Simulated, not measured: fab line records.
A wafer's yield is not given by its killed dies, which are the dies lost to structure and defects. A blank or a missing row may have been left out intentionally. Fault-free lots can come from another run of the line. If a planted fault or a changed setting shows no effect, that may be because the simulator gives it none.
Problem report, 8D (eight disciplines) form, completed by code    flow sfq-line    the parts of the form that need people (team, actions taken, sign-off) are left out

1. WHAT IS WRONG
Wafers without a fault read 139.1 s, standard deviation 0.65; run-length-s at SFQ_TRILAYER_I1_DEP_PECVD_045 reads a mean of 132.5 s on 3 wafers belonging to 2 lots. Measured from the usual mean, that is -10 standard deviations.
The step: deposits SiO2 from SiH4/N2O, time 111.11 s, target thk 500 nm.
The first sign was on wafer L729.1 at day 15 17:54, on pecvd-02. At this step, 42 wafers from 14 lots have a number in the record. The rule behind "out" and "out of limits": a value lying over 4 standard deviations away from the usual mean. Any other wafer with a number is counted as sound.

2. WHAT IT IS AND WHAT IT IS NOT
question                     is                      is not
which readings at this step  run-length-s            heater-power-w, throttle-valve-pct
which lots                   L729, L730              L714, L715, L717, L718, L719, L722, L723, L731, L733, L734, L735, L737
which wafers of those lots   L729.1, L730.1, L730.6  L729.3, L729.4, L730.4
read on which tools          pecvd-02                pecvd-01, pecvd-04
when                         from day 15 17:54       up to then (23 sound wafers); but 16 sound wafers of L730, L731, L733, L734, L735, L737 came after

3. THE SUSPECTS, EACH WITH WHAT RULES IT OUT
Counting: if a tool at a process step up to the reading ran every lot that is out, it stays a suspect. Sound lots after the first of them don't rule it out here, since some wafers of a struck lot are sound.
- pecvd-02 at SFQ_TRILAYER_I1_DEP_PECVD_045 (deposits SiO2 from SiH4/N2O, time 111.11 s, target thk 500 nm): kept. Every lot that is out went through it, the first being L729 (day 15 17:54); the last sound lot it ran before that was L719 (day 12 14:05). Its own readings are out on those wafers: run-length-s.
Left after counting: pecvd-02 at SFQ_TRILAYER_I1_DEP_PECVD_045.

4. THE CAUSE (what the simulator had put in)
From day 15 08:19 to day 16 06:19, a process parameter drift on pecvd-02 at SFQ_TRILAYER_I1_DEP_PECVD_045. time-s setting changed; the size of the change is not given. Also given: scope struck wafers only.
Counting left only this tool.

5. THE EFFECT CHAIN, in route order
One row per reading whose mean, taken over the struck wafers that have a number, lies over 3 standard deviations from the usual. Only readings for which the record gives a usual standard deviation are gone through. hours: the time from each lot's start at the first step in this table that gives one to its start at this step, as a median over the lots. sigmas: the change in usual standard deviations.
hours  step                           reading             usual    on struck wafers  change  sigmas
0      SFQ_TRILAYER_I1_DEP_PECVD_045  run-length-s        139.1 s  132.5             -6.6    -10
3      SFQ_TRILAYER_I1_CMP_CMP_046    time-to-endpoint-s  217 s    187               -30     -4.1
Process steps it contains:
- SFQ_TRILAYER_I1_DEP_PECVD_045: deposits SiO2 from SiH4/N2O, time 111.11 s, target thk 500 nm.
- SFQ_TRILAYER_I1_CMP_CMP_046: polishes SiO2.
Later steps that measure or inspect, where all struck wafers having a row at the step show a number for every such reading and not one has moved that far: SFQ_I1_OVL_MEAS_913.

6. HOW IT WOULD HAVE BEEN CAUGHT EARLIER
The fault began at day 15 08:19; the first out-of-limits reading in this record came at day 15 17:54, 10 hours later.
